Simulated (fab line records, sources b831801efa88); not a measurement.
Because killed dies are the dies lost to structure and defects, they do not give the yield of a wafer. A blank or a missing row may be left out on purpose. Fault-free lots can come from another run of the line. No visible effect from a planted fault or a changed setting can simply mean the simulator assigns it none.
One fault through the eyes of 2 desks :: flow gf180mcu :: each desk holds nothing but its own numbers, with what lay behind them at the end

== DESK OF THE TOOL OWNER: pvd-sputter-01 ==
The tool's own readings at GF_M2_SPUTTER_02 (material AlCu, target thk 450 nm, time 23.9 s): means of the sampled wafers that have a number, for each lot that ran on this tool. A lot is out of limits, marked OUT, if its mean lies more than 4 standard deviations from the usual mean; the brackets give that distance.
Columns: A = throttle-valve-pct at GF_M2_SPUTTER_02, usual 30.0 %
lot: L122
first seen here: day 18 04:01
A: 29.7

lot: L126
first seen here: day 20 09:23
A: 29.1

lot: L128
first seen here: day 20 21:10
A: 29.6
Finding of this desk: none of the 3 lots has anything out of limits.

== FROM THE METROLOGY DESK ==
What the gauges read for every lot (on any tool): the sampled wafers with a number, averaged. A lot is out of limits, marked OUT, if its mean lies more than 4 standard deviations from the usual mean; the brackets give that distance.
Columns: A = M2_ALCU_RS at GF_M2_RS_MEAS_05, usual 0.0695 ohm/sq; B = M2_ALCU_THK at GF_M2_THK_MEAS_06, usual 453 nm; C = V2_BOW at GF_V2_BOW_MEAS_05, usual 97 um
lot: L122
first seen here: day 18 04:08
A: 0.0700
B: 448
C: 107

lot: L125
first seen here: day 19 14:59
A: 0.0690
B: 456
C: 91

lot: L126
first seen here: day 20 09:29
A: 0.0698
B: 454
C: 105

lot: L128
first seen here: day 20 21:16
A: 0.0678
B: 468
C: 97

lot: L129
first seen here: day 21 10:40
A: 0.0688
B: 458
C: 97

lot: L131
first seen here: day 21 16:23
A: 0.0691
B: 456
C: 94

lot: L139
first seen here: day 24 10:47
A: 0.0701
B: 450
C: 92

lot: L140
first seen here: day 24 12:40
A: 0.0689
B: 459
C: 89

lot: L142
first seen here: day 24 22:44
A: 0.0697
B: 452
C: 94

lot: L143
first seen here: day 25 13:26
A: 0.0695
B: 450
C: 102

lot: L144
first seen here: day 25 20:16
A: 0.0697
B: 451
C: 77

lot: L145
first seen here: day 26 06:05
A: 0.0690
B: 453
C: 96
Finding of this desk: none of the 12 lots has anything out of limits.

== PUT TOGETHER ==
The desk of the tool owner found nothing out of limits.
Nothing out of limits was seen by the metrology desk.

== WHAT WAS PUT IN BY THE SIMULATOR ==
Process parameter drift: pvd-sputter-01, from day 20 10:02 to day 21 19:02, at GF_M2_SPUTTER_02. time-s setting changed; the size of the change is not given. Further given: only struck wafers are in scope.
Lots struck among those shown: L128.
